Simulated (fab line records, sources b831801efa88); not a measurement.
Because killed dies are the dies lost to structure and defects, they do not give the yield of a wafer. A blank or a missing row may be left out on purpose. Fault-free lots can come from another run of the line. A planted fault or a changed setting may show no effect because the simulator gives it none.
Which tool did it? || flow gf180mcu || route of 602 steps, sampled at 1 step: 15 lots, 45 wafers

WHAT THE GAUGES READ, wafer by wafer
GF_POLY_GATE_THK_MEAS_17. Usual: POLY_GATE_OXIDATION_THK gives 3.97 nm (standard deviation 0.086).
{"lot": "L885", "measured": "day 9 13:52", "on": "film-metro-03", "POLY_GATE_OXIDATION_THK (nm)": "3.91 3.91 3.93", "flag": ""}
{"lot": "L889", "measured": "day 10 19:01", "on": "film-metro-04", "POLY_GATE_OXIDATION_THK (nm)": "4.04 4.05 4.04", "flag": ""}
{"lot": "L890", "measured": "day 11 00:22", "on": "film-metro-02", "POLY_GATE_OXIDATION_THK (nm)": "4.17 4.10 4.19", "flag": ""}
{"lot": "L893", "measured": "day 11 22:46", "on": "film-metro-03", "POLY_GATE_OXIDATION_THK (nm)": "4.03 3.95 4.06", "flag": ""}
{"lot": "L894", "measured": "day 12 06:19", "on": "film-metro-02", "POLY_GATE_OXIDATION_THK (nm)": "3.94 3.96 4.00", "flag": ""}
{"lot": "L895", "measured": "day 12 14:16", "on": "film-metro-03", "POLY_GATE_OXIDATION_THK (nm)": "3.82 3.98 3.89", "flag": ""}
{"lot": "L897", "measured": "day 13 05:31", "on": "film-metro-03", "POLY_GATE_OXIDATION_THK (nm)": "4.10 4.11 4.07", "flag": ""}
{"lot": "L899", "measured": "day 13 15:33", "on": "film-metro-04", "POLY_GATE_OXIDATION_THK (nm)": "4.00 4.11 4.16", "flag": ""}
{"lot": "L900", "measured": "day 14 02:20", "on": "film-metro-03", "POLY_GATE_OXIDATION_THK (nm)": "3.99 3.96 3.90", "flag": ""}
{"lot": "L901", "measured": "day 14 07:16", "on": "film-metro-04", "POLY_GATE_OXIDATION_THK (nm)": "3.97 3.97 4.08", "flag": ""}
{"lot": "L902", "measured": "day 14 13:26", "on": "film-metro-04", "POLY_GATE_OXIDATION_THK (nm)": "4.00 3.86 3.99", "flag": ""}
{"lot": "L903", "measured": "day 14 22:51", "on": "film-metro-03", "POLY_GATE_OXIDATION_THK (nm)": "3.94 3.86 3.93", "flag": ""}
{"lot": "L904", "measured": "day 15 02:54", "on": "film-metro-04", "POLY_GATE_OXIDATION_THK (nm)": "3.85 3.93 3.87", "flag": ""}
{"lot": "L905", "measured": "day 15 11:47", "on": "film-metro-03", "POLY_GATE_OXIDATION_THK (nm)": "3.91 3.93 3.97", "flag": ""}
{"lot": "L906", "measured": "day 15 18:34", "on": "film-metro-03", "POLY_GATE_OXIDATION_THK (nm)": "3.93 3.85 3.98", "flag": ""}

EACH LOT AND THE TOOL THAT RAN IT (in order: tool; ch and the chambers of the sampled wafers; start)
The record shows no process step preceding these readings.

AS READ BY THE TOOLS THEMSELVES (means over the sampled wafers that have a number; for cases with no such wafer, the mark the record gives instead)
The record holds no such reading with a usual standard deviation.

THE ANSWER, worked out from the rows above alone
Rule: lot off if the mean of its wafers having a number is beyond 3 standard deviations from the usual mean. A lot without any number at a reading at which 4 lots or more have one is off too. Any other lot the step has rows for is counted as sound. Order of review: gauges by route order, followed by the tools' own readings, for which a lot's mean as printed above is used. The first step at which some lot is off is used, and at that step the reading that is off furthest; a lot without a number counts as furthest.
Nothing can be told from this: no lot is off at any reading shown.

WHAT THE SIMULATOR HAD PUT IN
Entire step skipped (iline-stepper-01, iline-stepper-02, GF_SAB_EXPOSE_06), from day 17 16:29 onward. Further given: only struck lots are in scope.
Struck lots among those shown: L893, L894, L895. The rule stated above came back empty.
